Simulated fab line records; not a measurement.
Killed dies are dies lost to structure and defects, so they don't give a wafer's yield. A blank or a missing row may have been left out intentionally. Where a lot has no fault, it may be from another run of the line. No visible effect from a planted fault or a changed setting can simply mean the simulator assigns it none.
Which tool is to blame? | flow gf180mcu | Sampling: 12 lots, 36 wafers, 2 of 602 route steps

== WHAT THE GAUGES READ, wafer by wafer ==
GF_MIM_RS_MEAS_10: uses a four-point probe to measure.
lot  | measured     | on            | MIM_ALCU_RS (ohm/sq)
L193 | day 24 07:15 | film metro-02 | 0.1598 0.1603 0.1627
L194 | day 24 17:43 | film metro-01 | 0.1575 0.1594 0.1590
L195 | day 25 03:04 | film metro-02 | 0.1629 0.1630 0.1646
L197 | day 25 21:40 | film metro-03 | 0.1628 0.1621 0.1632
L199 | day 26 12:59 | film metro-01 | 0.1598 0.1572 0.1575
L201 | day 27 07:15 | film metro-03 | 0.1622 0.1605 0.1610
L202 | day 27 16:39 | film metro-01 | 0.1578 0.1593 0.1561
L203 | day 28 00:07 | film metro-03 | 0.1602 0.1592 0.1594
L206 | day 28 16:00 | film metro-01 | 0.1595 0.1603 0.1596
L211 | day 29 22:14 | film metro-02 | 0.1578 0.1572 0.1568
L214 | day 31 00:23 | film metro-02 | 0.1603 0.1609 0.1598
L215 | day 31 04:36 | film metro-03 | 0.1606 0.1597 0.1592

== WHICH TOOL RAN EACH LOT (tool, then ch and the chambers of the sampled wafers, then the start) ==
lot  | GF_V4_CMP_04
L193 | cmp-01 ch 0,2,3, day 23 06:56
L194 | cmp-01 ch 0,1, day 23 17:21
L195 | cmp-02 ch 0,1,2, day 24 02:58
L197 | cmp-02 ch 0,2,3, day 24 22:13
L199 | cmp-01 ch 1,2,3, day 25 13:47
L201 | cmp-01 ch 1,2,3, day 26 08:30
L202 | cmp-02 ch 0,1,2, day 26 17:31
L203 | cmp-02 ch 1,3, day 27 01:45
L206 | cmp-02 ch 1,2, day 27 17:43
L211 | cmp-02 ch 0,1,2, day 29 01:08
L214 | cmp-01 ch 0,1,2, day 30 04:12
L215 | cmp-01 ch 1,3, day 30 07:56
- GF_V4_CMP_04: polishes SiO2.

== WHAT THE TOOLS THEMSELVES READ (means of the sampled wafers that have a number; where no wafer has one, the mark that the record gives instead) ==
GF_V4_CMP_04.
lot  | tool   | motor current A (A) | slurry flow ml min | time to endpoint s (s)
L193 | cmp-01 | 13.1                | 150.9              | 83
L194 | cmp-01 | 11.8                | 150.5              | 78
L195 | cmp-02 | 12.9                | 150.0              | 78
L197 | cmp-02 | 12.4                | 150.2              | 75
L199 | cmp-01 | 13.2                | 150.0              | 68
L201 | cmp-01 | 12.9                | 149.8              | 83
L202 | cmp-02 | 13.5                | 150.1              | 81
L203 | cmp-02 | 14.1                | 150.2              | 77
L206 | cmp-02 | 14.3                | 150.1              | 79
L211 | cmp-02 | 13.1                | 150.2              | 79
L214 | cmp-01 | 12.5                | 149.5              | 76
L215 | cmp-01 | 12.8                | 149.9              | 81

== THE ANSWER, worked out from the rows above alone ==
Rule: the usual values come from the lots themselves. Put in order of their means at a reading, lots are off if they are a third of the lots or fewer, leave a main group of 4 or more, and stand apart from it by a gap of 3 or more times the standard deviation of the main group's means; of several such gaps the widest counts. A main group whose means are all the same, to the digits that the tables above print for the reading, isn't used. Also off: a lot with no number at a reading for which 4 or more lots have one. All remaining lots with rows at the step are treated as sound. After the gauges, taken in route order, come the tools' own readings; for these a lot's mean is taken, as printed above. The first step at which some lot is off is used, and at that step the reading that is off furthest; a lot without a number counts as furthest.
None of the lots is off at any reading shown; this tells nothing.

== WHAT HAD BEEN PUT IN BY THE SIMULATOR ==
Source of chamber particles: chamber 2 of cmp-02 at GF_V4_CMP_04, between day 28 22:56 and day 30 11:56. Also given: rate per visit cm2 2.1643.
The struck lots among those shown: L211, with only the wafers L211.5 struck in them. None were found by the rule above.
